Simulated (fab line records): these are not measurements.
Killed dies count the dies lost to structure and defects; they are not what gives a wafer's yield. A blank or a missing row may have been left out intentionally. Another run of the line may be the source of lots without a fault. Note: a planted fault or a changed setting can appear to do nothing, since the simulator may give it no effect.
Problem report in the 8D (eight disciplines) form, filled by code | flow gf180mcu | the parts of the form that need people (team, actions taken, sign-off) are left out

1. THE ISSUE
Mean of strip time to endpoint s at GF_HV_LDD_STRIP_49: 12.37 s across 3 wafers in 2 lots; on wafers with no fault it is 12.65 s (standard deviation 0.036). Measured from the usual mean, that is -7.7 standard deviations.
The step: strips in O2/N2.
The first sign was on wafer L619.5 at day 19 09:37, on plasma asher-02. At this step, 37 wafers from 13 lots have a number in the record. The rule behind "out" and "out of limits": a value lying over 4 standard deviations away from the usual mean. The rest of the wafers with a number are treated as sound.

2. WHAT IT IS AND WHAT IT IS NOT
question                    | is                               | is not
which readings at this step | strip time to endpoint s         | heater power w, n2 flow sccm, oes product au
which lots                  | L619, L620                       | L600, L602, L603, L604, L605, L606, L607, L608, L609, L610, L612
which wafers of those lots  | L619.5, L619.6, L620.5           | L620.3
read on which tools         | plasma asher-01, plasma asher-02 | plasma asher-04
when                        | from day 19 09:37                | up to then (33 sound wafers); but 1 sound wafer of L620 came after

3. THE SUSPECTS, EACH WITH WHAT RULES IT OUT
Counting: if a tool at a process step up to the reading ran every lot that is out, it stays a suspect. Sound lots after the first of them don't rule it out here, since some wafers of a struck lot are sound.
- litho track-01 at GF_HV_LDD_COAT_41 (resist thk 1000 nm): kept. It processed each lot that is out (first: L619, day 18 21:04); up to then, its last sound lot is L612 (day 16 04:58).
The count leaves litho track-01 at GF_HV_LDD_COAT_41.

4. THE CAUSE (what the simulator had put in)
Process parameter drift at GF_HV_LDD_COAT_41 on litho track-01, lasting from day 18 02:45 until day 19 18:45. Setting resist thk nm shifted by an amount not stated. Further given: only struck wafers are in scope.
After counting, this tool was the only one left.

5. THE EFFECT CHAIN, in route order
Rows list readings where the struck wafers' mean (over those with a number) sits beyond 3 standard deviations from the usual. Readings are gone through only where the record gives a usual standard deviation; hours: the median, over the lots, of the time from a lot's start at the first step in this table giving one to that lot's start at this step; sigmas: the change measured in usual standard deviations.
hours | step               | reading                  | usual   | on struck wafers | change | sigmas
0     | GF_HV_LDD_STRIP_49 | strip time to endpoint s | 12.65 s | 12.37            | -0.28  | -7.7
Its process steps:
- GF_HV_LDD_STRIP_49: strips in O2/N2.
At these later measuring or inspecting steps, every struck wafer for which the step has a row has a number for every such reading, and none has moved that far: GF_SAB_OVL_MEAS_10.

6. HOW IT WOULD HAVE BEEN CAUGHT EARLIER
In this record the first reading out of limits was taken at day 19 09:37, 31 hours after the fault began at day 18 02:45.
By day 19 09:37 the whole set of lots that are out, 2 in number, had already begun GF_HV_LDD_COAT_41 on litho track-01. Had the tool been put on hold then, not one of them would have been saved.
